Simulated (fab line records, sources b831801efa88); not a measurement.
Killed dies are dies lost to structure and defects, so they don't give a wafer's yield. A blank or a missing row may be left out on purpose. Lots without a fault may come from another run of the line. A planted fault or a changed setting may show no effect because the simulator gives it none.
A struck lot beside a sound one | flow sky130 | 39 steps out of a route of 708
Sound: wafers L106.3, L106.4, L106.6. Struck: wafers L118.3, L118.4, L118.5. The cause comes at the end.
At each step with rows: each side's tool, then ch and its chambers, then its first start. Under that, the readings that differ: sound wafers | struck wafers | difference of the means | sigmas: that difference in standard deviations of wafers without a fault.
alike: readings whose means differ by less than 2 such deviations, and words and numbers that are the same on both sides. not compared: withheld readings, readings that some wafer has no value for, bounds like >300 that may hide the same value, and numbers for which the record gives no deviation and whose values overlap.
The two part at a step that has a row with sigmas, a row that says differs or no value, or rows on one side only. Numbers that don't overlap but have no deviation are shown without sigmas and don't part them. A reading that every wafer of one side lacks parts them only if that side has two wafers or more.

first, 10 steps without rows for these wafers: SKY_FIELD_ISO_CLEAN_20 (cleans in dHF, time 20 s); SKY_FIELD_ISO_WET_ETCH_21 (etches SiO2 in dHF, target depth 20 nm, time 400 s); SKY_FIELD_ISO_OXIDATION_22 (stabilise 600 s, purge 300 s, target thk 10 nm); SKY_FIELD_ISO_CVD_24 (deposits SiO2, target thk 595 nm, time 99.2 s); SKY_FIELD_ISO_ANNEAL_26 (time 1800 s); SKY_FIELD_ISO_CMP_27 (polishes, stops on Si3N4, t overpolish 16 s, target thk 457.8 nm); SKY_FIELD_ISO_WET_ETCH_28 (etches SiO2 in dHF, target depth 23.7 nm, time 47 s); SKY_FIELD_ISO_WET_ETCH_29 (etches Si3N4 in H3PO4, target depth 160 nm, time 1825 s); SKY_FIELD_ISO_WET_ETCH_30 (etches SiO2 in dHF, target depth 25 nm, time 50 s); SKY_NWELL_CLEAN_00 (cleans in SC1/SC2, time 150 s).
SKY_NWELL_OXIDATION_01: stabilise 600 s, purge 300 s, target thk 10 nm.
  sound on furnace-02 ch 0, day 2 20:39; struck on furnace-01 ch 0, day 6 01:49
  alike: spike_tc_bottom_C, spike_tc_top_C, tube_center_temp_C, zone_power_lower_pct, zone_power_upper_pct
SKY_NWELL_THK_MEAS_02:
  sound on film_metro-01, day 2 22:04; struck on film_metro-01, day 6 03:13
  reading                  | sound            | struck            | difference | sigmas
  NWELL_OXIDATION_THK (nm) | 10.22 10.12 9.84 | 16.68 16.50 16.59 | +6.53      | +30
then, 25 steps without rows for these wafers: SKY_DNWELL_DEHYDRATE_00 (time 60 s); SKY_DNWELL_HMDS_01 (prime time 60 s); SKY_DNWELL_COAT_02 (resist thk 3000 nm); SKY_DNWELL_SOFTBAKE_03; SKY_DNWELL_EXPOSE_04 (exposes mask DNM, target cd 3000 nm); SKY_DNWELL_PEB_05; SKY_DNWELL_DEVELOP_06 (develop time 60 s); SKY_DNWELL_IMPLANT_07; SKY_DNWELL_STRIP_08 (strips in O2/N2); SKY_PWDE_DEHYDRATE_00 (time 60 s); SKY_PWDE_HMDS_01 (prime time 60 s); SKY_PWDE_COAT_02 (resist thk 3000 nm); SKY_PWDE_SOFTBAKE_03; SKY_PWDE_EXPOSE_04 (exposes mask PWDEM, target cd 840 nm); SKY_PWDE_PEB_05; SKY_PWDE_DEVELOP_06 (develop time 60 s); SKY_PWDE_IMPLANT_08; SKY_PWDE_STRIP_09 (strips in O2/N2); SKY_NWELL_DEHYDRATE_03 (time 60 s); SKY_NWELL_HMDS_04 (prime time 60 s); SKY_NWELL_COAT_05 (resist thk 3000 nm); SKY_NWELL_SOFTBAKE_06; SKY_NWELL_EXPOSE_07 (exposes mask NWM, target cd 840 nm); SKY_NWELL_PEB_08; SKY_NWELL_DEVELOP_09 (develop time 60 s).
-- the record jumps here: 3 days lie between the struck wafers' starts before and after --
SKY_NWELL_CLEAN_27: cleans in SC1/SC2, time 150 s.
  sound on wet_bench-02 ch 0, day 5 17:55; struck on wet_bench-04 ch 3, day 9 11:34
  reading                                      | sound             | struck           | difference | sigmas
  bath_guard_temp_C (C)                        | 69.4 69.0 69.4    | 70.3 70.3 70.2   | +1.0       | +3
  model.SiO2_of_NWELL_OXIDATION_01.thk_nm (nm) | 9.869 9.747 9.545 | 16.3 16.14 16.28 | +6.5       |
-- the record jumps here: 40 days lie between the struck wafers' starts before and after (it left off in module NWELL and takes up again in module PAD_OPEN, whose first step shown is number 708 of the route) --
SKY_PAD_OPEN_PROBE_99:
  sound on prober-01, day 46 09:59; struck on prober-02, day 49 12:56
  reading                                    | sound                        | struck                       | difference | sigmas
  model.etest.nfet_16v.r_on_ohm_um           | 1.397e+04 1.39e+04 1.391e+04 | 1.338e+04 1.337e+04 1.35e+04 | -5.100e+02 |
  model.etest.tip_p.rs_ohm_sq                | 6897 6858 6902               | 7272 7232 7185               | +344       |
  model.etest.pfet_01v8.r_on_ohm_um          | 3003 2950 3026               | 3060 3036 3145               | +87        |
  model.etest.pfet_g5v0d10v5.r_on_ohm_um     | 4761 4834 4808               | 4888 4887 4971               | +114       |
  model.etest.res_pwell_under_gate.rs_ohm_sq | 2286 2305 2292               | 2349 2342 2354               | +54        |
  model.etest.sonos_erased.drive_ua_um       | 173.8 193.3 206.1            | 136.2 160.1 143.7            | -44.4      |
  model.etest.pfet_01v8_mvt.drive_ua_um      | 146.2 148.6 143.5            | 135.6 137.1 134.4            | -10.4      |
  model.etest.pfet_01v8.drive_ua_um          | 183.4 189.4 180.7            | 177 179.1 171                | -9         |
  alike: killed_at_M0_to_M3, killed_at_M4_up, killed_at_contacts, killed_at_front_end, killed_at_other, killed_dies, killed_open, killed_short

WHERE THEY PART
First at SKY_NWELL_THK_MEAS_02; last, within this record, at SKY_NWELL_CLEAN_27. Later steps at which nothing parts them and some readings are alike: SKY_PAD_OPEN_PROBE_99.

WHY: what the simulator had put in
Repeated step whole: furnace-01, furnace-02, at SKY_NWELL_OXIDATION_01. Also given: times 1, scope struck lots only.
